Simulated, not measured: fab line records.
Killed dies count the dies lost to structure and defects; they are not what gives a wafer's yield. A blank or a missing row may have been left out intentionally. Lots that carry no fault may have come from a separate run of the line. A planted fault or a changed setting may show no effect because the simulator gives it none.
fab line records	flow sky130
record: lots: 6	wafers: 18	lastDay: 51
route steps=708 shown METAL5@665 PAD_OPEN@708
lots that met no fault: taken from a fault-free run of the same line
startH: start of the lot's first displayed wafer, in hours after the record's first day	waitH: hours since the lot's step before	" the same as in the row above	L1.1+2: several wafers, shown together as one row	- no value, or no start given	* or withheld: withheld	< > ~ a bound
route shown NAME@n: a module of which the file shows steps, and the number in the route of the first	usual: mean/standard deviation taken from wafers without a fault	same: alike in all rows	chamber/n: place in a boat	sites: each site's reading	_std_site: standard deviation across them	_edge_site: inner sites' mean taken away from outer sites' mean	radiusMm: for every site, how far away it sits from the centre of the wafer	mask NAME#n: copy n	behind: the tool/chamber that last shaped the wafer	hold: why the lot went on hold/how many hours it stayed there/how the hold came to an end	device: which transistor (n, p or np) failed to switch	end of line: tests of these same wafers at the route's end	for a step that has no rows: nothing shown but its recipe	killed: not the wafer's yield, but the dies lost to structure and defects at the first sort	map: a wafer's dies, marking killed ones x, the rest . and places with no die _
set.NAME: setting as actually run; set.NAME@STEP: the setting as run at that earlier step	model.NAME: the simulator's own value behind a step, which no gauge read
certain route steps with their lots: each step a table, each wafer a row
services: the hour from which a tool's chamber was out of use, counted from the record's first day as startH (under 0 if before that day), plus the number of hours and why
== steps ==
step: SKY_METAL5_SPUTTER_04
recipe: material: TiN	targetThkNm: 70	powerW: 6500	timeS: 58.3	chamberPressurePa: 0.4
usual: throttleValvePct: 30.0/0.97
lot.wafer	tool	chamber	startH	waitH	throttleValvePct
L136.3	pvdSputter-04	-	1008.63	0.0	30.9
L136.5	"	-	"	"	30.6
L136.6	"	-	"	"	30.8
L141.2	pvdSputter-04	-	1045.95	0.0	29.7
L141.5	"	-	"	"	29.6
L141.6	"	-	"	"	31.2
L145.1	pvdSputter-03	-	1080.04	0.0	29.0
L145.5	"	-	"	"	29.2
L145.6	"	-	"	"	29.0
L153.2	pvdSputter-04	-	1142.33	0.0	30.9
L153.3	"	-	"	"	29.9
L153.5	"	-	"	"	30.9
L154.3	pvdSputter-04	-	1145.48	0.0	29.8
L154.4	"	-	"	"	30.3
L154.5	"	-	"	"	30.8
L159.1	pvdSputter-02	-	1160.66	0.0	29.0
L159.3	"	-	"	"	31.3
L159.6	"	-	"	"	31.0
step: SKY_METAL5_RS_MEAS_05
recipe: thkMeasGauge: four-point-probe	reads: TiN_of_METAL5_SPUTTER_04+Ti_of_METAL5_SPUTTER_03+AlCu_of_METAL5_SPUTTER_02+TiN_of_METAL5_SPUTTER_01+Ti_of_METAL5_SPUTTER_00
usual: METAL5_ALCU_RS: 0.0272/0.00031
lot.wafer	tool	chamber	startH	waitH	METAL5_ALCU_RS[ohm/sq]
L136.3	filmMetro-04	-	1008.72	0.1	0.0271
L136.5	"	-	"	"	0.0268
L136.6	"	-	"	"	0.0272
L141.2	filmMetro-03	-	1046.02	0.0	0.0272
L141.5	"	-	"	"	0.0271
L141.6	"	-	"	"	0.0276
L145.1	filmMetro-03	-	1080.09	0.0	0.0269
L145.5	"	-	"	"	0.0270
L145.6	"	-	"	"	0.0268
L153.2	filmMetro-03	-	1142.40	0.0	0.0276
L153.3	"	-	"	"	0.0276
L153.5	"	-	"	"	0.0277
L154.3	filmMetro-03	-	1145.57	0.1	0.0274
L154.4	"	-	"	"	0.0273
L154.5	"	-	"	"	0.0275
L159.1	filmMetro-03	-	1160.71	0.0	0.0278
L159.3	"	-	"	"	0.0276
L159.6	"	-	"	"	0.0277
step: SKY_METAL5_THK_MEAS_06
recipe: thkMeasGauge: xrf	reads: AlCu_of_METAL5_SPUTTER_02
usual: METAL5_ALCU_THK: 1144/15
lot.wafer	tool	chamber	startH	waitH	METAL5_ALCU_THK[nm]
L136.3	filmMetro-04	-	1008.82	0.1	1153
L136.5	"	-	"	"	1162
L136.6	"	-	"	"	1151
L141.2	filmMetro-03	-	1046.13	0.1	1132
L141.5	"	-	"	"	1134
L141.6	"	-	"	"	1121
L145.1	filmMetro-03	-	1080.21	0.1	1161
L145.5	"	-	"	"	1163
L145.6	"	-	"	"	1165
L153.2	filmMetro-03	-	1142.51	0.1	1127
L153.3	"	-	"	"	1125
L153.5	"	-	"	"	1122
L154.3	filmMetro-03	-	1145.67	0.1	1125
L154.4	"	-	"	"	1128
L154.5	"	-	"	"	1124
L159.1	filmMetro-03	-	1160.83	0.1	1117
L159.3	"	-	"	"	1131
L159.6	"	-	"	"	1127
step: SKY_METAL5_DEHYDRATE_07
recipe: tempC: 200	timeS: 60
step: SKY_METAL5_HMDS_08
recipe: primeTimeS: 60	primeTempC: 120
step: SKY_METAL5_COAT_09
recipe: resist: NOVOLAK	spinRpm: 3000	resistThkNm: 1800
step: SKY_METAL5_SOFTBAKE_10
recipe: tempC: 90	timeS: 60	resist: NOVOLAK
step: SKY_METAL5_EXPOSE_11
recipe: maskId: MM5	na: 0.6	sourceShape: conventional	sigmaOuter: 0.6	polarization: unpolarized	targetCdNm: 1600	doseMj: 190
step: SKY_METAL5_PEB_12
recipe: tempC: withheld	timeS: *	resist: NOVOLAK
step: SKY_METAL5_DEVELOP_13
recipe: resist: NOVOLAK	developer: TMAH	developTimeS: 60	devTempC: 23
step: SKY_METAL5_DESCUM_14
recipe: chemistry: O2	sourcePowerW: 150	biasPowerW: 0	pressureMtorr: 10	tempC: 40	timeS: 11
usual: drypumpMotorCurrentA: 5.5/0.38	oesProductAu: 1.005/0.008	rfFwdPowerW: 147.3/0.74
lot.wafer	tool	chamber	startH	waitH	drypumpMotorCurrentA	oesProductAu	rfFwdPowerW	rfHoursCounterH
L136.3	rieMetal-01	0	1032.03	0.1	5.1	0.998	146.0	-
L136.5	"	1	"	"	6.2	1.005	147.3	-
L136.6	"	0	"	"	5.1	1.002	145.6	-
L141.2	rieMetal-03	1	1067.79	0.1	5.3	1.007	147.8	14
L141.5	"	0	"	"	5.4	1.016	147.2	-
L141.6	"	1	"	"	5.3	1.003	148.0	-
L145.1	rieMetal-02	1	1100.78	0.1	5.3	1.007	148.1	19
L145.5	"	0	"	"	6.0	0.996	147.1	-
L145.6	"	1	"	"	5.3	1.006	147.8	-
L153.2	rieMetal-02	0	1161.13	0.1	6.0	0.984	147.2	17
L153.3	"	1	"	"	5.3	0.995	146.7	-
L153.5	"	0	"	"	6.0	0.991	147.6	-
L154.3	rieMetal-03	0	1164.04	0.1	5.4	1.009	147.5	-
L154.4	"	1	"	"	5.3	1.005	148.0	-
L154.5	"	1	"	"	5.3	1.005	147.6	-
L159.1	rieMetal-02	0	1177.98	0.1	6.0	0.991	147.2	19
L159.3	"	1	"	"	5.3	1.001	147.8	-
L159.6	"	0	"	"	6.0	1.003	148.4	-
step: SKY_METAL5_METAL_ETCH_15
recipe: targetDepthA: 12600	stopOn: SiO2	overEtchFrac: 0.2	timeS: 252	chemistry: Cl2/BCl3	resistSidewallDeg: 86	pressureMtorr: 10	icpW: 900	biasW: 48.5	Cl2_flow_sccm: 60	bcl3FlowSccm: 30
usual: drypumpMotorCurrentA: 5.5/0.38	mfcCl2Sccm: 60.02/0.16	oesProductAu: 0.894/0.0053	rfFwdPowerW: 897.5/2.9	throttleValvePct: 22.264/0.0085
lot.wafer	tool	chamber	startH	waitH	drypumpMotorCurrentA	mfcCl2Sccm	oesProductAu	rfFwdPowerW	rfHoursCounterH	throttleValvePct
L136.3	rieMetal-01	0	1032.14	0.1	5.1	60.02	0.893	901.0	-	22.261
L136.5	"	1	"	"	6.1	59.98	0.892	899.3	-	22.273
L136.6	"	0	"	"	5.1	60.02	0.892	898.0	-	22.257
L141.2	rieMetal-03	1	1067.82	0.0	5.3	60.09	0.892	895.7	14	22.263
L141.5	"	0	"	"	5.4	59.97	0.894	894.6	-	22.263
L141.6	"	1	"	"	5.3	60.28	0.890	896.3	-	22.258
L145.1	rieMetal-02	1	1100.81	0.0	5.3	60.01	0.891	898.2	19	22.267
L145.5	"	0	"	"	6.0	59.88	0.894	897.5	-	22.278
L145.6	"	1	"	"	5.3	60.11	0.885	897.6	-	22.259
L153.2	rieMetal-02	0	1161.16	0.0	6.0	59.88	0.892	896.8	17	22.244
L153.3	"	1	"	"	5.3	59.98	0.900	896.9	-	22.272
L153.5	"	0	"	"	6.0	60.34	0.895	899.8	-	22.267
L154.3	rieMetal-03	0	1164.14	0.1	5.4	60.12	0.896	900.2	-	22.263
L154.4	"	1	"	"	5.3	59.72	0.895	899.6	-	22.265
L154.5	"	1	"	"	5.3	60.00	0.883	897.8	-	22.247
L159.1	rieMetal-02	0	1178.01	0.0	6.0	60.00	0.886	894.8	19	22.274
L159.3	"	1	"	"	5.3	59.90	0.900	897.0	-	22.270
L159.6	"	0	"	"	6.0	59.90	0.897	896.3	-	22.263
step: SKY_METAL5_STRIP_16
recipe: chemistry: O2/N2	powerW: 1400	pressureMtorr: 1500	platenTempC: withheld	o2FlowSccm: 3000	n2FlowSccm: 300	overashFraction: 0.5
usual: chamberPressureMTorr: 1500.1/1.6	drypumpMotorCurrentA: 5.4/0.53	o2FlowSccm: 3000/8.8	oesProductAu: 0.710/0.0041	stripTimeToEndpointS: 13.02/0.11
lot.wafer	tool	chamber	startH	waitH	chamberPressureMTorr	drypumpMotorCurrentA	o2FlowSccm	oesProductAu	rfHoursCounterH	stripTimeToEndpointS	model.NOVOLAK_of_METAL5_COAT_09.thkNm
L136.3	plasmaAsher-01	1	1032.33	0.1	1495.8	4.9	2997	0.717	-	13.06	0
L136.5	"	0	"	"	1501.8	5.7	3012	0.704	-	13.05	0
L136.6	"	1	"	"	1499.0	4.8	2995	0.712	-	13.10	0
L141.2	plasmaAsher-04	1	1068.05	0.2	1501.2	4.9	3005	0.709	62	13.06	0
L141.5	"	0	"	"	1499.6	5.2	2999	0.709	-	13.02	0
L141.6	"	1	"	"	1497.8	4.9	3008	0.703	-	13.07	0
L145.1	plasmaAsher-01	1	1101.05	0.2	1499.9	4.8	2975	0.715	4	12.88	0
L145.5	"	0	"	"	1499.5	5.7	3004	0.708	-	13.16	0
L145.6	"	1	"	"	1500.6	4.8	2986	0.709	-	12.99	0
L153.2	plasmaAsher-03	1	1161.39	0.2	-	-	-	-	-	-	1043
L153.3	"	0	"	"	-	-	-	-	-	-	1031
L153.5	"	1	"	"	-	-	-	-	-	-	1029
L154.3	plasmaAsher-04	1	1164.33	0.1	-	-	-	-	-	-	1021
L154.4	"	0	"	"	-	-	-	-	-	-	1030
L154.5	"	1	"	"	-	-	-	-	-	-	1027
L159.1	plasmaAsher-01	0	1178.24	0.2	1502.9	5.7	3006	0.711	11	13.14	0
L159.3	"	0	"	"	1499.7	5.7	2998	0.711	-	13.07	0
L159.6	"	1	"	"	1498.6	4.8	2989	0.709	-	13.17	0
step: SKY_METAL5_STRIP_17
recipe: chemistry: postEtchResidueRemover	timeS: 1200	tempC: 72.5
step: SKY_PAD_OPEN_PROBE_99
usual: defectLimitedYield: 82.2/2.1	killed_at_M0_to_M3: 44/7.4	killed_at_M4_up: 3.1/1.8	killedAtContacts: 25/6	killedAtFrontEnd: 15/4.4	killedAtOther: 0.3/0.49	killedDies: 88/10	killedOpen: 48/7.4	killedShort: 39/6.3	sort_bin_3_pad_short: 0.9/0.4	sort_bin_5_function: 10.5/1.5	sort_bin_6_memory: 6.5/1.3	sortNPass: 404/10	sortYieldPct: 82.2/2.1
same: grossDies: 492	killedAtBackSide: 0	sort_bin_4_leakage[%]: 0	sort_bin_8_speed[%]: 0
lot.wafer	tool	chamber	startH	waitH	defectLimitedYield[%]	killed_at_M0_to_M3	killed_at_M4_up	killedAtContacts	killedAtFrontEnd	killedAtOther	killedDies	killedOpen	killedShort	sort_bin_3_pad_short[%]	sort_bin_5_function[%]	sort_bin_6_memory[%]	sortNPass	sortYieldPct[%]	model.etest.met5Comb.leakLog10AUm
L136.3	prober-02	-	1078.62	0.2	81.5	47	4	24	16	0	91	51	40	1.0	9.8	7.7	401	81.5	-11.9
L136.5	prober-02	-	1078.72	0.2	82.7	46	1	17	20	1	85	46	39	0.6	10.0	6.7	407	82.7	-12.14
L136.6	prober-02	-	1078.77	0.2	87.0	34	2	19	9	0	64	30	34	1.0	6.3	5.7	428	87.0	-11.89
L141.2	prober-02	-	1113.22	0.1	84.1	47	4	10	17	0	78	48	30	0.4	8.5	6.9	414	84.1	-12.06
L141.5	prober-02	-	1113.37	0.2	81.1	57	1	25	9	1	93	49	43	0.8	11.6	6.5	399	81.1	-11.93
L141.6	prober-02	-	1113.42	0.2	81.3	43	2	35	12	0	92	53	39	0.4	11.6	6.7	400	81.3	-12.1
L145.1	prober-01	-	1144.26	0.1	80.9	52	3	24	15	0	94	49	45	0.4	11.8	6.9	398	80.9	-11.9
L145.5	prober-01	-	1144.46	0.2	81.7	49	2	23	15	1	90	53	37	0.6	11.8	5.9	402	81.7	-12.19
L145.6	prober-01	-	1144.51	0.2	83.5	38	4	24	15	0	81	45	36	1.2	10.0	5.3	411	83.5	-12.08
L153.2	prober-01	-	1199.21	0.1	82.5	44	4	23	15	0	86	43	42	1.4	9.3	6.7	406	82.5	-11.08
L153.3	prober-01	-	1199.26	0.2	82.7	37	3	27	18	0	85	42	42	1.0	9.8	6.5	407	82.7	-11.09
L153.5	prober-01	-	1199.36	0.2	81.3	43	0	30	18	1	92	53	38	0.4	10.8	7.5	400	81.3	-11.31
L154.3	prober-02	-	1202.23	0.2	79.7	50	1	35	14	0	100	48	49	0.8	13.0	6.5	392	79.7	-11.19
L154.4	prober-02	-	1202.28	0.2	86.0	34	2	22	11	0	69	39	30	0.6	9.3	4.1	423	86.0	-11.19
L154.5	prober-02	-	1202.33	0.2	78.7	50	4	34	16	1	105	55	47	0.4	14.0	6.9	387	78.7	-11.37
L159.1	prober-01	-	1214.05	0.1	80.7	52	1	26	16	0	95	50	45	0.8	10.6	7.9	397	80.7	-12.02
L159.3	prober-01	-	1214.15	0.2	83.3	30	6	29	17	0	82	48	34	0.6	11.6	4.5	410	83.3	-11.93
L159.6	prober-01	-	1214.30	0.2	80.1	38	5	34	20	1	98	59	39	1.0	12.0	6.9	394	80.1	-11.93
killed by level:class
L136.3 VIA3:geometricParticle:open=11 VIA1:geometricParticle:open=11 CONTACT:geometricParticle:open=7 LI_CONTACT:geometricParticle:open=6 LI_CONTACT:geometricParticle:short=5 VIA2:geometricParticle:open=5 FIELD_ISO:geometricParticle:short=4 METAL1:geometricParticle:short=4
L136.5 METAL1:geometricParticle:short=10 VIA1:geometricParticle:open=10 FIELD_ISO:geometricParticle:short=8 CONTACT:geometricParticle:open=8 VIA2:geometricParticle:open=7 POLY_GATE:geometricParticle:open=5 VIA2:geometricParticle:short=4 METAL2:geometricParticle:short=4
L136.6 LI_CONTACT:geometricParticle:open=8 VIA3:geometricParticle:open=6 METAL1:geometricParticle:short=5 CONTACT:geometricParticle:open=5 VIA2:geometricParticle:short=5 METAL3:geometricParticle:short=4 FIELD_ISO:geometricParticle:short=3 CONTACT:geometricParticle:short=3
L141.2 VIA1:geometricParticle:open=11 VIA3:geometricParticle:open=9 FIELD_ISO:geometricParticle:open=6 METAL2:geometricParticle:short=6 FIELD_ISO:geometricParticle:short=5 POLY_GATE:geometricParticle:open=5 VIA2:geometricParticle:open=5 LI_CONTACT:geometricParticle:open=4
L141.5 VIA1:geometricParticle:open=16 VIA2:geometricParticle:open=10 CONTACT:geometricParticle:open=9 METAL2:geometricParticle:short=7 VIA1:geometricParticle:short=6 LI_CONTACT:geometricParticle:open=5 VIA2:geometricParticle:short=5 LI_CONTACT:geometricParticle:short=4
L141.6 LI_CONTACT:geometricParticle:open=14 VIA3:geometricParticle:open=11 CONTACT:geometricParticle:open=7 VIA1:geometricParticle:open=5 CONTACT:geometricParticle:short=5 VIA2:geometricParticle:open=5 FIELD_ISO:geometricParticle:open=4 LI_CONTACT:geometricParticle:short=4
L145.1 VIA1:geometricParticle:open=13 CONTACT:geometricParticle:open=9 METAL2:geometricParticle:short=6 VIA2:geometricParticle:open=6 VIA1:geometricParticle:short=6 POLY_GATE:geometricParticle:short=5 LI_CONTACT:geometricParticle:open=5 LOCAL_INTERCONNECT:geometricParticle:short=5
L145.5 VIA2:geometricParticle:open=13 VIA1:geometricParticle:open=12 LI_CONTACT:geometricParticle:open=9 VIA1:geometricParticle:short=6 FIELD_ISO:geometricParticle:open=5 POLY_GATE:geometricParticle:short=5 CONTACT:geometricParticle:open=5 METAL2:geometricParticle:short=5
L145.6 LI_CONTACT:geometricParticle:open=8 CONTACT:geometricParticle:open=8 VIA3:geometricParticle:open=8 METAL1:geometricParticle:short=5 METAL2:geometricParticle:short=5 FIELD_ISO:geometricParticle:open=4 POLY_GATE:geometricParticle:short=4 METAL3:geometricParticle:short=4
L153.2 VIA1:geometricParticle:open=9 VIA3:geometricParticle:open=9 POLY_GATE:geometricParticle:short=6 LOCAL_INTERCONNECT:geometricParticle:short=6 VIA2:geometricParticle:short=5 VIA2:geometricParticle:open=5 LI_CONTACT:geometricParticle:open=4 CONTACT:geometricParticle:short=4
L153.3 POLY_GATE:geometricParticle:open=8 VIA2:geometricParticle:open=8 LI_CONTACT:geometricParticle:open=7 CONTACT:geometricParticle:open=7 VIA1:geometricParticle:short=6 CONTACT:geometricParticle:short=6 FIELD_ISO:geometricParticle:short=5 METAL1:geometricParticle:short=5
L153.5 CONTACT:geometricParticle:open=16 VIA1:geometricParticle:open=9 METAL1:geometricParticle:short=7 VIA2:geometricParticle:open=7 FIELD_ISO:geometricParticle:short=5 LI_CONTACT:geometricParticle:open=5 CONTACT:geometricParticle:short=5 VIA2:geometricParticle:short=5
L154.3 LI_CONTACT:geometricParticle:open=12 CONTACT:geometricParticle:open=11 CONTACT:geometricParticle:short=9 VIA1:geometricParticle:open=8 METAL1:geometricParticle:short=8 POLY_GATE:geometricParticle:short=7 METAL2:geometricParticle:short=7 VIA3:geometricParticle:open=6
L154.4 CONTACT:geometricParticle:short=6 VIA1:geometricParticle:open=6 VIA3:geometricParticle:open=6 CONTACT:geometricParticle:open=5 LOCAL_INTERCONNECT:geometricParticle:short=4 VIA2:geometricParticle:short=4 VIA2:geometricParticle:open=4 FIELD_ISO:geometricParticle:open=3
L154.5 CONTACT:geometricParticle:open=11 VIA1:geometricParticle:open=11 LI_CONTACT:geometricParticle:open=9 VIA3:geometricParticle:short=7 VIA2:geometricParticle:open=6 VIA2:geometricParticle:short=6 LOCAL_INTERCONNECT:geometricParticle:short=5 CONTACT:geometricParticle:short=5
L159.1 VIA2:geometricParticle:open=9 LI_CONTACT:geometricParticle:open=8 CONTACT:geometricParticle:open=8 VIA3:geometricParticle:open=8 VIA1:geometricParticle:open=7 VIA3:geometricParticle:short=7 POLY_GATE:geometricParticle:open=5 POLY_GATE:geometricParticle:short=4
L159.3 CONTACT:geometricParticle:open=10 VIA2:geometricParticle:open=9 LI_CONTACT:geometricParticle:open=7 CONTACT:geometricParticle:short=7 FIELD_ISO:geometricParticle:open=4 VIA1:geometricParticle:open=4 POLY_GATE:geometricParticle:open=4 METAL4:geometricParticle:short=4
L159.6 CONTACT:geometricParticle:open=14 VIA1:geometricParticle:open=9 CONTACT:geometricParticle:short=8 VIA3:geometricParticle:open=8 FIELD_ISO:geometricParticle:open=7 VIA2:geometricParticle:open=7 LI_CONTACT:geometricParticle:open=6 METAL4:geometricParticle:short=5
== services ==
tool	chamber	startH	hours	kind
pvdSputter-02	-	987.41	4.3	repair
rieMetal-03	0	1003.68	-	clean
rieMetal-03	0	1003.68	21.4	scheduledDown
rieMetal-03	0	1003.68	21.4	ventCycle
pvdSputter-03	-	1019.39	1.4	repair
pvdSputter-02	0	1022.73	-	consumableReplace:kit
pvdSputter-02	0	1022.73	18.0	scheduledDown
pvdSputter-04	0	1044.09	-	consumableReplace:kit
pvdSputter-04	0	1044.09	18.0	scheduledDown
pvdSputter-04	0	1044.09	18.0	ventCycle
plasmaAsher-01	-	1055.25	9.0	pm
plasmaAsher-01	0	1055.25	9.0	ventCycle
plasmaAsher-01	1	1055.25	9.0	ventCycle
pvdSputter-03	-	1056.67	3.3	repair
plasmaAsher-01	0	1064.25	-	clean
plasmaAsher-01	1	1064.25	-	clean
plasmaAsher-04	-	1071.79	4.3	pm
pvdSputter-04	3	1129.91	-	consumableReplace:kit
pvdSputter-04	3	1129.91	18.0	scheduledDown
pvdSputter-04	3	1129.91	18.0	ventCycle
rieMetal-03	1	1153.24	5.1	repair
pvdSputter-04	2	1153.58	-	consumableReplace:kit
pvdSputter-04	2	1153.58	18.0	scheduledDown
pvdSputter-04	2	1153.58	18.0	ventCycle
== key ==
firstSign: step: SKY_METAL5_STRIP_16	reading: toolRecord	direction: missing
effect none on later readings
modelEffect: step: SKY_METAL5_STRIP_16	value: NOVOLAK_of_METAL5_COAT_09.thkNm	without: 0	struck: 1030
modelEffect: step: SKY_PAD_OPEN_PROBE_99	value: etest.met5Comb.leakLog10AUm	without: -12	struck: -11.2
metAt SKY_METAL5_STRIP_16
struckWafers L153.2,L153.3,L153.5,L154.3,L154.4,L154.5
onsetBetween 1068.05 1161.39
fault: kind: skippedStepWhole	tool: plasmaAsher-03,plasmaAsher-04	chamber: -	onsetH: 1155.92	steps: SKY_METAL5_STRIP_16	scope: struckLotsOnly
